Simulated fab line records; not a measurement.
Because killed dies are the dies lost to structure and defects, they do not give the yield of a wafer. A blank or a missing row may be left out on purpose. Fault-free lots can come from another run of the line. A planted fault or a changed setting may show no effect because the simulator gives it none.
fab line records	flow sky130	part 1 of 2: steps 1 to 28 of 37
record: lots: 5	wafers: 15	lastDay: 50
route steps=708 shown CONTACT@424 METAL1@434 VIA1@458
lots that met no fault: taken from a fault-free run of the same line
startH: hours from the record's first day to the start of the lot's first wafer shown	waitH: how many hours have passed since the lot's step before this one	" repeats the value in the row above	L1.1+2: a row that stands for several wafers	- either no value or no given start	* or withheld: withheld	< > ~ a bound
route shown NAME@n: NAME is a module with steps in the file, n the number in the route of the first one	usual: mean and standard deviation over wafers with no fault	same: alike in all rows	chamber/n: place in a boat	sites: per-site readings	_std_site: standard deviation of those values	_edge_site: inner sites' mean taken away from outer sites' mean	radiusMm: for every site, how far away it sits from the centre of the wafer	mask NAME#n: copy n	behind: the last tool/chamber to shape the wafer	hold: reason for holding the lot/hours on hold/outcome of the hold	device: which transistor (n, p or np) failed to switch	end of line: tests run on the same wafers once the route is complete	step lacking rows: just its recipe	killed: dies lost to structure and defects at the first sort, not the wafer's yield	map: a wafer's dies, marking killed ones x, the rest . and places with no die _
set.NAME: setting as actually run; set.NAME@STEP: the setting as run at that earlier step	model.NAME: the simulator's own value behind a step, which no gauge read
lots seen at some steps along the route; tables by step, rows by wafer
services: from which hour (startH, from the record's first day; less than 0 if before it) a tool's chamber was out of use, for how many hours, and why
== steps ==
step: SKY_CONTACT_ETCH_18
recipe: target: Si3N4	chemistry: CHF3/O2	stopOn: TiN	sourceW: 600	biasW: 200	pressureMtorr: 40	chf3FlowSccm: 50	O2_flow_sccm: 5	timeS: 39	targetDepthA: 750
usual: drypumpMotorCurrentA: 5.6/0.52	oesProductAu: 0.852/0.0091	throttleValvePct: 8.792/0.0087
lot.wafer	tool	chamber	startH	waitH	drypumpMotorCurrentA	oesProductAu	rfHoursCounterH	throttleValvePct
L077.1	rieDiel-03	0	-	-	5.0	0.862	21	8.796
L077.4	"	2	"	"	6.5	0.878	12	8.781
L077.5	"	0	"	"	5.0	0.861	-	8.801
L082.2	rieDiel-01	3	-	-	5.4	0.830	5	8.785
L082.4	"	0	"	"	5.6	0.858	21	8.814
L082.6	"	3	"	"	5.4	0.851	-	8.792
L093.2	rieDiel-02	0	-	-	5.9	0.850	18	8.790
L093.3	"	3	"	"	5.1	0.835	19	8.780
L093.6	"	1	"	"	5.2	0.855	-	8.801
L095.1	rieDiel-03	3	-	-	6.3	0.849	10	8.797
L095.4	"	0	"	"	5.0	0.854	25	8.800
L095.5	"	2	"	"	6.5	0.856	-	8.797
L097.2	rieDiel-01	0	-	-	5.6	0.852	25	8.803
L097.5	"	0	"	"	5.6	0.860	-	8.791
L097.6	"	1	"	"	4.7	0.865	-	8.795
step: SKY_CONTACT_STRIP_19
recipe: chemistry: O2/N2	powerW: 1400	pressureMtorr: 1500	platenTempC: withheld	o2FlowSccm: 3000	n2FlowSccm: 300	overashFraction: 0.5
usual: drypumpMotorCurrentA: 5.6/0.43	oesProductAu: 0.380/0.0047	stripTimeToEndpointS: 3.609/0.029
lot.wafer	tool	chamber	startH	waitH	drypumpMotorCurrentA	oesProductAu	rfHoursCounterH	stripTimeToEndpointS
L077.1	plasmaAsher-03	1	766.33	-	6.0	0.387	97	3.585
L077.4	"	0	"	"	6.0	0.380	-	3.598
L077.5	"	0	"	"	6.1	0.381	-	3.611
L082.2	plasmaAsher-02	0	807.38	-	5.2	0.385	36	3.628
L082.4	"	0	"	"	5.2	0.384	-	3.591
L082.6	"	1	"	"	5.1	0.379	-	3.631
L093.2	plasmaAsher-02	1	887.68	-	5.1	0.382	46	3.622
L093.3	"	1	"	"	5.1	0.384	-	3.644
L093.6	"	1	"	"	5.1	0.371	-	3.595
L095.1	plasmaAsher-03	1	901.02	-	6.0	0.378	113	3.587
L095.4	"	0	"	"	6.2	0.376	-	3.571
L095.5	"	0	"	"	6.2	0.380	-	3.569
L097.2	plasmaAsher-02	0	910.87	-	5.2	0.380	49	3.622
L097.5	"	1	"	"	5.1	0.372	-	3.630
L097.6	"	0	"	"	5.2	0.386	-	3.623
step: SKY_CONTACT_STRIP_20
recipe: chemistry: postEtchResidueRemover	timeS: 1200	tempC: 72.5
usual: bathHeatDutyPct: 15.3/1.2
lot.wafer	tool	chamber	startH	waitH	bathHeatDutyPct
L077.1	wetBench-02	1	766.43	0.1	13.8
L077.4	"	1	"	"	14.6
L077.5	"	1	"	"	14.1
L082.2	wetBench-02	0	807.48	0.1	14.9
L082.4	"	0	"	"	15.1
L082.6	"	0	"	"	16.4
L093.2	wetBench-04	1	887.78	0.1	14.7
L093.3	"	1	"	"	14.7
L093.6	"	1	"	"	14.2
L095.1	wetBench-04	0	901.12	0.1	16.3
L095.4	"	0	"	"	16.6
L095.5	"	0	"	"	16.4
L097.2	wetBench-03	2	910.97	0.1	17.2
L097.5	"	2	"	"	17.9
L097.6	"	2	"	"	15.0
step: SKY_CONTACT_CLEAN_21
recipe: chemistry: IPA	timeS: 180	tempC: 25
usual: bathHeatDutyPct: 6.8/0.66
lot.wafer	tool	chamber	startH	waitH	bathHeatDutyPct
L077.1	wetBench-03	3	766.77	0.0	6.8
L077.4	"	3	"	"	6.2
L077.5	"	3	"	"	6.4
L082.2	wetBench-04	3	807.83	0.0	7.3
L082.4	"	3	"	"	7.4
L082.6	"	3	"	"	7.1
L093.2	wetBench-03	0	888.13	0.0	6.8
L093.3	"	0	"	"	6.6
L093.6	"	0	"	"	6.4
L095.1	wetBench-03	2	901.49	0.0	7.1
L095.4	"	2	"	"	6.6
L095.5	"	2	"	"	6.9
L097.2	wetBench-04	3	911.31	0.0	7.0
L097.5	"	3	"	"	7.1
L097.6	"	3	"	"	6.7
step: SKY_CONTACT_CLEAN_22
recipe: chemistry: O3/DIW	dry: n2Spin
lot.wafer	tool	chamber	startH	waitH
L077.1+4+5	wetBench-04	1	766.90	0.0
L082.2+4+6	wetBench-02	1	807.88	0.0
L093.2+3+6	wetBench-04	0	888.18	0.0
L095.1+4+5	wetBench-04	0	901.55	0.0
L097.2+5+6	wetBench-02	2	911.37	0.0
step: SKY_CONTACT_SPUTTER_23
recipe: material: TiN	targetThkNm: 20	chamberPressurePa: 5	powerW: 4000	timeS: 80
usual: throttleValvePct: 29.7/0.93
lot.wafer	tool	chamber	startH	waitH	throttleValvePct
L077.1	pvdSputter-03	-	767.00	0.0	28.0
L077.4	"	-	"	"	28.9
L077.5	"	-	"	"	29.1
L082.2	pvdSputter-03	-	807.98	0.0	30.7
L082.4	"	-	"	"	28.9
L082.6	"	-	"	"	29.0
L093.2	pvdSputter-03	-	888.28	0.0	28.3
L093.3	"	-	"	"	30.9
L093.6	"	-	"	"	29.2
L095.1	pvdSputter-02	-	901.65	0.0	29.5
L095.4	"	-	"	"	29.8
L095.5	"	-	"	"	28.7
L097.2	pvdSputter-03	-	911.47	0.0	28.6
L097.5	"	-	"	"	28.9
L097.6	"	-	"	"	30.7
step: SKY_CONTACT_CVD_24
recipe: material: W	targetThkNm: 340	timeS: 102.12	tempC: 400	pressureTorr: 40
usual: heaterPowerW: 815/100
lot.wafer	tool	chamber	startH	waitH	heaterPowerW
L077.1	cvdW-02	1	767.06	0.0	924
L077.4	"	1	"	"	921
L077.5	"	1	"	"	943
L082.2	cvdW-02	1	808.04	0.0	941
L082.4	"	0	"	"	760
L082.6	"	0	"	"	755
L093.2	cvdW-01	0	888.34	0.0	699
L093.3	"	1	"	"	796
L093.6	"	0	"	"	692
L095.1	cvdW-02	1	901.71	0.0	948
L095.4	"	1	"	"	935
L095.5	"	1	"	"	923
L097.2	cvdW-02	0	911.53	0.0	760
L097.5	"	1	"	"	929
L097.6	"	0	"	"	752
step: SKY_CONTACT_RS_MEAS_25
recipe: thkMeasGauge: four-point-probe	reads: W_of_CONTACT_CVD_24+TiN_of_CONTACT_SPUTTER_23
usual: CONTACT_W_RS: 0.337/0.0058
lot.wafer	tool	chamber	startH	waitH	CONTACT_W_RS[ohm/sq]
L077.1	filmMetro-04	-	767.17	0.1	0.333
L077.4	"	-	"	"	0.332
L077.5	"	-	"	"	0.335
L082.2	filmMetro-04	-	808.17	0.1	0.333
L082.4	"	-	"	"	0.325
L082.6	"	-	"	"	0.331
L093.2	filmMetro-04	-	888.47	0.1	0.340
L093.3	"	-	"	"	0.339
L093.6	"	-	"	"	0.345
L095.1	filmMetro-04	-	901.82	0.1	0.343
L095.4	"	-	"	"	0.344
L095.5	"	-	"	"	0.343
L097.2	filmMetro-04	-	911.66	0.1	0.331
L097.5	"	-	"	"	0.339
L097.6	"	-	"	"	0.333
step: SKY_CONTACT_THK_MEAS_26
recipe: thkMeasGauge: xrf	reads: W_of_CONTACT_CVD_24
usual: CONTACT_W_THK: 343/8.3
lot.wafer	tool	chamber	startH	waitH	CONTACT_W_THK[nm]
L077.1	filmMetro-04	-	767.29	0.1	334
L077.4	"	-	"	"	337
L077.5	"	-	"	"	331
L082.2	filmMetro-04	-	808.28	0.1	336
L082.4	"	-	"	"	345
L082.6	"	-	"	"	338
L093.2	filmMetro-04	-	888.58	0.1	331
L093.3	"	-	"	"	332
L093.6	"	-	"	"	327
L095.1	filmMetro-04	-	901.94	0.1	328
L095.4	"	-	"	"	330
L095.5	"	-	"	"	327
L097.2	filmMetro-04	-	911.77	0.1	342
L097.5	"	-	"	"	333
L097.6	"	-	"	"	340
step: SKY_CONTACT_CMP_27
recipe: stopOn: SiO2	tOverpolishS: 15	downForcePsi: 3.5	platenRpm: 60	targetThkNm: 0	padVelocityMS: 0.94248
usual: headPressurePsi: 3.501/0.0083	motorCurrentA: 11.3/1.2	overpolishRunS: 15.000/0.0092	timeToEndpointS: 83/4.5
lot.wafer	tool	chamber	startH	waitH	headPressurePsi	motorCurrentA	overpolishRunS	timeToEndpointS
L077.4	cmp-01	3	767.40	0.1	3.505	12.4	15.014	81
L077.1	"	1	"	"	3.503	11.8	14.993	83
L077.5	"	2	"	"	3.498	12.0	14.999	85
L082.4	cmp-01	3	808.38	0.1	3.517	12.5	14.999	80
L082.2	"	0	"	"	3.491	9.7	14.999	86
L082.6	"	2	"	"	3.489	11.9	14.983	88
L093.2	cmp-01	3	888.68	0.1	3.487	13.8	14.993	76
L093.3	"	0	"	"	3.500	9.0	15.002	87
L093.6	"	3	"	"	3.487	13.0	15.018	77
L095.1	cmp-01	1	902.00	0.1	3.507	11.0	15.002	84
L095.4	"	3	"	"	3.498	12.7	14.994	83
L095.5	"	2	"	"	3.513	12.0	15.000	89
L097.2	cmp-01	0	911.92	0.1	3.485	9.6	15.000	88
L097.6	"	2	"	"	3.500	11.8	15.001	91
L097.5	"	3	"	"	3.496	13.1	14.979	82
step: SKY_METAL1_SPUTTER_00
recipe: material: Ti	targetThkNm: 15	powerW: 3000	timeS: 10	chamberPressurePa: 0.4
usual: throttleValvePct: 29.9/1
lot.wafer	tool	chamber	startH	waitH	throttleValvePct
L077.1	pvdSputter-04	-	767.65	0.1	29.4
L077.4	"	-	"	"	29.8
L077.5	"	-	"	"	30.0
L082.2	pvdSputter-04	-	808.63	0.1	29.6
L082.4	"	-	"	"	30.0
L082.6	"	-	"	"	30.3
L093.2	pvdSputter-01	-	888.93	0.2	31.1
L093.3	"	-	"	"	31.1
L093.6	"	-	"	"	31.1
L095.1	pvdSputter-03	-	902.30	0.2	28.6
L095.4	"	-	"	"	29.0
L095.5	"	-	"	"	29.1
L097.2	pvdSputter-04	-	912.12	0.1	29.9
L097.5	"	-	"	"	32.0
L097.6	"	-	"	"	29.7
step: SKY_METAL1_SPUTTER_01
recipe: material: TiN	targetThkNm: 20	powerW: 6500	timeS: 16.7	chamberPressurePa: 0.4
usual: throttleValvePct: 29.9/1
lot.wafer	tool	chamber	startH	waitH	throttleValvePct
L077.1	pvdSputter-04	-	767.68	0.0	29.6
L077.4	"	-	"	"	30.2
L077.5	"	-	"	"	30.1
L082.2	pvdSputter-04	-	808.65	0.0	30.1
L082.4	"	-	"	"	30.1
L082.6	"	-	"	"	29.7
L093.2	pvdSputter-01	-	888.95	0.0	31.2
L093.3	"	-	"	"	30.9
L093.6	"	-	"	"	31.0
L095.1	pvdSputter-03	-	902.32	0.0	28.0
L095.4	"	-	"	"	29.1
L095.5	"	-	"	"	29.2
L097.2	pvdSputter-04	-	912.14	0.0	29.9
L097.5	"	-	"	"	31.9
L097.6	"	-	"	"	29.8
step: SKY_METAL1_SPUTTER_02
recipe: material: AlCu	targetThkNm: 250	powerW: 10600	timeS: 13.3	chamberPressurePa: 0.4
usual: throttleValvePct: 29.9/1.1
lot.wafer	tool	chamber	startH	waitH	throttleValvePct
L077.1	pvdSputter-04	-	767.70	0.0	29.6
L077.4	"	-	"	"	29.9
L077.5	"	-	"	"	30.0
L082.2	pvdSputter-04	-	808.67	0.0	29.8
L082.4	"	-	"	"	29.9
L082.6	"	-	"	"	30.0
L093.2	pvdSputter-01	-	888.98	0.0	31.0
L093.3	"	-	"	"	31.0
L093.6	"	-	"	"	30.9
L095.1	pvdSputter-03	-	902.35	0.0	28.3
L095.4	"	-	"	"	29.0
L095.5	"	-	"	"	28.8
L097.2	pvdSputter-04	-	912.17	0.0	29.7
L097.5	"	-	"	"	31.9
L097.6	"	-	"	"	29.4
step: SKY_METAL1_SPUTTER_03
recipe: material: Ti	targetThkNm: 5	powerW: 3000	timeS: 3.3	chamberPressurePa: 0.4
usual: throttleValvePct: 29.9/1
lot.wafer	tool	chamber	startH	waitH	throttleValvePct
L077.1	pvdSputter-04	-	767.73	0.0	29.7
L077.4	"	-	"	"	30.1
L077.5	"	-	"	"	29.8
L082.2	pvdSputter-04	-	808.70	0.0	29.7
L082.4	"	-	"	"	29.9
L082.6	"	-	"	"	30.0
L093.2	pvdSputter-01	-	889.00	0.0	31.1
L093.3	"	-	"	"	30.8
L093.6	"	-	"	"	30.8
L095.1	pvdSputter-03	-	902.37	0.0	28.4
L095.4	"	-	"	"	29.1
L095.5	"	-	"	"	29.2
L097.2	pvdSputter-04	-	912.19	0.0	29.7
L097.5	"	-	"	"	31.5
L097.6	"	-	"	"	29.7
step: SKY_METAL1_SPUTTER_04
recipe: material: TiN	targetThkNm: 70	powerW: 6500	timeS: 58.3	chamberPressurePa: 0.4
usual: throttleValvePct: 29.9/1
lot.wafer	tool	chamber	startH	waitH	throttleValvePct
L077.1	pvdSputter-04	-	767.74	0.0	30.0
L077.4	"	-	"	"	30.0
L077.5	"	-	"	"	29.7
L082.2	pvdSputter-04	-	808.72	0.0	29.7
L082.4	"	-	"	"	29.9
L082.6	"	-	"	"	29.9
L093.2	pvdSputter-01	-	889.02	0.0	31.2
L093.3	"	-	"	"	30.7
L093.6	"	-	"	"	30.9
L095.1	pvdSputter-03	-	902.39	0.0	28.4
L095.4	"	-	"	"	28.8
L095.5	"	-	"	"	29.0
L097.2	pvdSputter-04	-	912.21	0.0	29.6
L097.5	"	-	"	"	31.7
L097.6	"	-	"	"	29.8
step: SKY_METAL1_RS_MEAS_05
recipe: thkMeasGauge: four-point-probe	reads: TiN_of_METAL1_SPUTTER_04+Ti_of_METAL1_SPUTTER_03+AlCu_of_METAL1_SPUTTER_02+TiN_of_METAL1_SPUTTER_01+Ti_of_METAL1_SPUTTER_00
usual: METAL1_ALCU_RS: 0.1265/0.0019
lot.wafer	tool	chamber	startH	waitH	METAL1_ALCU_RS[ohm/sq]
L077.1	filmMetro-04	-	767.79	0.0	0.1251
L077.4	"	-	"	"	0.1258
L077.5	"	-	"	"	0.1260
L082.2	filmMetro-04	-	808.79	0.0	0.1256
L082.4	"	-	"	"	0.1238
L082.6	"	-	"	"	0.1246
L093.2	filmMetro-01	-	889.09	0.0	0.1259
L093.3	"	-	"	"	0.1266
L093.6	"	-	"	"	0.1268
L095.1	filmMetro-03	-	902.44	0.0	0.1265
L095.4	"	-	"	"	0.1285
L095.5	"	-	"	"	0.1290
L097.2	filmMetro-01	-	912.28	0.0	0.1230
L097.5	"	-	"	"	0.1250
L097.6	"	-	"	"	0.1237
step: SKY_METAL1_THK_MEAS_06
recipe: thkMeasGauge: xrf	reads: AlCu_of_METAL1_SPUTTER_02
usual: METAL1_ALCU_THK: 248/3.8
lot.wafer	tool	chamber	startH	waitH	METAL1_ALCU_THK[nm]
L077.1	filmMetro-04	-	767.91	0.1	252
L077.4	"	-	"	"	248
L077.5	"	-	"	"	249
L082.2	filmMetro-04	-	808.90	0.1	249
L082.4	"	-	"	"	253
L082.6	"	-	"	"	253
L093.2	filmMetro-01	-	889.20	0.1	247
L093.3	"	-	"	"	244
L093.6	"	-	"	"	243
L095.1	filmMetro-03	-	902.56	0.1	246
L095.4	"	-	"	"	244
L095.5	"	-	"	"	242
L097.2	filmMetro-01	-	912.39	0.1	251
L097.5	"	-	"	"	247
L097.6	"	-	"	"	252
step: SKY_METAL1_DEHYDRATE_07
recipe: tempC: 200	timeS: 60
lot.wafer	tool	chamber	startH	waitH
L077.1+4+5	lithoTrack-04	0	779.95	12.0
L082.2+4+6	lithoTrack-03	0	822.37	13.5
L093.2+3+6	lithoTrack-04	0	902.02	12.8
L095.1+4+5	lithoTrack-01	0	914.90	12.3
L097.2+5+6	lithoTrack-01	0	924.87	12.5
step: SKY_METAL1_HMDS_08
recipe: primeTimeS: 60	primeTempC: 120
lot.wafer	tool	chamber	startH	waitH
L077.1+4+5	lithoTrack-04	0	780.10	0.1
L082.2+4+6	lithoTrack-03	0	822.52	0.1
L093.2+3+6	lithoTrack-04	0	902.17	0.1
L095.1+4+5	lithoTrack-01	0	915.05	0.1
L097.2+5+6	lithoTrack-01	0	925.02	0.1
step: SKY_METAL1_COAT_09
recipe: resist: BARC	tempC: withheld	timeS: withheld	spinRpm: 3000	resistThkNm: 60
lot.wafer	tool	chamber	startH	waitH
L077.1+4+5	lithoTrack-04	0	780.25	0.1
L082.2+4+6	lithoTrack-03	0	822.67	0.1
L093.2+3+6	lithoTrack-04	0	902.32	0.1
L095.1+4+5	lithoTrack-01	0	915.20	0.1
L097.2+5+6	lithoTrack-01	0	925.17	0.1
step: SKY_METAL1_COAT_10
recipe: resist: KrF-thick	spinRpm: 3000	resistThkNm: 450
lot.wafer	tool	chamber	startH	waitH
L077.1+4+5	lithoTrack-04	0	-	-
L082.2+4+6	lithoTrack-03	0	-	-
L093.2+3+6	lithoTrack-04	0	-	-
L095.1+4+5	lithoTrack-01	0	-	-
L097.2+5+6	lithoTrack-01	0	-	-
step: SKY_METAL1_SOFTBAKE_11
recipe: tempC: 100	timeS: 90	resist: KrF-thick
lot.wafer	tool	chamber	startH	waitH
L077.1+4+5	lithoTrack-04	0	-	-
L082.2+4+6	lithoTrack-03	0	-	-
L093.2+3+6	lithoTrack-04	0	-	-
L095.1+4+5	lithoTrack-01	0	-	-
L097.2+5+6	lithoTrack-01	0	-	-
step: SKY_METAL1_EXPOSE_12
recipe: maskId: MM1	na: 0.8	sourceShape: annular	sigmaInner: 0.55	sigmaOuter: 0.85	targetCdNm: 140	doseMj: 28
lot.wafer	tool	chamber	startH	waitH	mask
L077.1+4+5	krfScanner-02	0	-	-	MM1#0
L082.2+4+6	krfScanner-01	0	-	-	MM1#0
L093.2+3+6	krfScanner-02	0	-	-	MM1#0
L095.1+4+5	krfScanner-02	0	-	-	MM1#0
L097.2+5+6	krfScanner-01	0	-	-	MM1#0
step: SKY_METAL1_PEB_13
recipe: pebTempC: withheld	pebTimeS: withheld	resist: KrF-thick
lot.wafer	tool	chamber	startH	waitH
L077.1+4+5	lithoTrack-04	0	-	-
L082.2+4+6	lithoTrack-04	0	-	-
L093.2+3+6	lithoTrack-04	0	-	-
L095.1+4+5	lithoTrack-04	0	-	-
L097.2+5+6	lithoTrack-01	0	-	-
step: SKY_METAL1_DEVELOP_14
recipe: developTimeS: 60	resist: KrF-thick	devTempC: 21
lot.wafer	tool	chamber	startH	waitH
L077.1+4+5	lithoTrack-04	0	-	-
L082.2+4+6	lithoTrack-04	0	-	-
L093.2+3+6	lithoTrack-04	0	-	-
L095.1+4+5	lithoTrack-04	0	-	-
L097.2+5+6	lithoTrack-01	0	-	-
step: SKY_METAL1_CD_MEAS_15
recipe: targetCdNm: 140
usual: cdNm: 139.7/1.3
lot.wafer	tool	chamber	startH	waitH	cdNm
L077.1	cdSem-02	-	794.25	-	138.6
L077.4	"	-	"	"	140.2
L077.5	"	-	"	"	140.1
L082.2	cdSem-01	-	835.37	-	136.6
L082.4	"	-	"	"	139.3
L082.6	"	-	"	"	138.6
L093.2	cdSem-02	-	915.82	-	140.4
L093.3	"	-	"	"	142.0
L093.6	"	-	"	"	141.7
L095.1	cdSem-01	-	928.30	-	138.6
L095.4	"	-	"	"	138.0
L095.5	"	-	"	"	139.6
L097.2	cdSem-02	-	938.12	-	141.1
L097.5	"	-	"	"	141.7
L097.6	"	-	"	"	142.1
step: SKY_METAL1_OVL_MEAS_16
usual: METAL1_OVL: 0/5.5
lot.wafer	tool	chamber	startH	waitH	METAL1_OVL[nm]
L077.1	overlay-02	-	794.37	0.1	6
L077.4	"	-	"	"	8
L077.5	"	-	"	"	-4
L082.2	overlay-02	-	835.47	0.1	2
L082.4	"	-	"	"	1
L082.6	"	-	"	"	-1
L093.2	overlay-01	-	915.92	0.1	-4
L093.3	"	-	"	"	-8
L093.6	"	-	"	"	-2
L095.1	overlay-01	-	928.42	0.1	-3
L095.4	"	-	"	"	0
L095.5	"	-	"	"	-2
L097.2	overlay-02	-	938.24	0.1	-2
L097.5	"	-	"	"	0
L097.6	"	-	"	"	0
step: SKY_METAL1_DESCUM_17
recipe: chemistry: O2	sourcePowerW: 150	biasPowerW: 0	pressureMtorr: 10	tempC: 40	timeS: 8
usual: drypumpMotorCurrentA: 5.9/0.31	oesProductAu: 1.017/0.015
lot.wafer	tool	chamber	startH	waitH	drypumpMotorCurrentA	oesProductAu	rfHoursCounterH
L077.1	rieMetal-01	1	794.40	0.0	5.5	1.025	12
L077.4	"	0	"	"	6.0	0.982	-
L077.5	"	0	"	"	6.1	0.994	-
L082.2	rieMetal-01	1	835.51	0.0	5.5	1.011	-
L082.4	"	1	"	"	5.5	1.000	-
L082.6	"	1	"	"	5.5	1.010	-
L093.2	rieMetal-03	1	915.95	0.0	6.4	1.024	5
L093.3	"	0	"	"	5.9	1.030	-
L093.6	"	1	"	"	6.4	1.028	-
L095.1	rieMetal-03	0	928.45	0.0	5.9	1.031	16
L095.4	"	0	"	"	5.9	1.033	-
L095.5	"	1	"	"	6.4	1.015	-
L097.2	rieMetal-01	0	938.27	0.0	6.1	0.987	1
L097.5	"	0	"	"	6.1	0.995	-
L097.6	"	1	"	"	5.5	1.007	-
